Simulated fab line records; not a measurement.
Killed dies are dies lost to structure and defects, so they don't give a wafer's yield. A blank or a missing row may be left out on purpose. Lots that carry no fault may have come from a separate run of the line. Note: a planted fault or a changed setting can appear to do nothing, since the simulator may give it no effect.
Chamber matching	flow gf180mcu	GF_CONTACT_CMP_27 on cmp-01: 4 sister chambers
The step polishes, stops on SiO2, t overpolish 15 s, target thk 0 nm. 14 wafers are shown with their chamber, then 7 later ones without.

## WAFERS PAIRED WITH THEIR CHAMBERS
wafer	chamber	motor_current_A (A)	time_to_endpoint_s (s)	overpolish_run_s (s)
L186.1	2	13.2	64	14.996
L186.2	1	9.0	67	15.003
L186.6	2	12.8	68	14.991
L189.1	3	10.8	72	15.010
L189.3	0	10.1	75	14.996
L189.4	1	9.6	72	15.002
L200.1	1	9.6	76	14.990
L200.2	0	10.5	73	15.009
L200.5	3	10.6	72	14.993
L202.1	3	10.7	71	14.997
L202.2	2	12.4	72	14.988
L202.5	2	12.7	73	14.998
L203.2	0	10.5	71	15.001
L203.3	1	9.1	73	14.999

SIGNATURES, as means of the wafers listed above
reading	chamber 0	chamber 1	chamber 2	chamber 3	scatter within a chamber
motor_current_A	10.367	9.325	12.775	10.700	0.276
time_to_endpoint_s	73.00	72.00	69.25	71.67	3.18
overpolish_run_s	15.00200	14.99850	14.99325	15.00000	0.00642
Rule: a wafer's distance from a chamber is the root of the sum, over the readings, of the square of ((its reading less the chamber's mean) divided by the reading's scatter). If the next closest chamber is less than 2 further off than the closest, the wafer can't be placed; otherwise it belongs to the closest. The scatter is the square root of a quotient: the sum, over the shown wafers, of each reading's squared deviation from its chamber's mean, divided by wafers minus chambers.

## WAFERS WITHOUT THEIR CHAMBER
wafer	motor_current_A (A)	time_to_endpoint_s (s)	overpolish_run_s (s)
L203.6	10.2	67	15.010
L204.2	11.3	74	15.007
L204.4	10.2	74	14.995
L204.5	10.9	74	15.005
L205.2	9.5	76	15.004
L205.3	13.5	73	15.008
L205.6	9.5	78	14.999

## CHAMBER TAKEN BY EACH
wafer	from the rows above	in truth
L203.6	can't be placed: 0 or 3 or 1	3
L204.2	can't be placed: 3 or 0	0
L204.4	can't be placed: 0 or 3 or 1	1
L204.5	can't be placed: 3 or 0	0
L205.2	can't be placed: 1 or 0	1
L205.3	2	2
L205.6	can't be placed: 1 or 0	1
Correct placement for 1 of the 7. Not placeable from these rows: 6 (in 6, the candidates include the true chamber). Placed wrongly: 0.
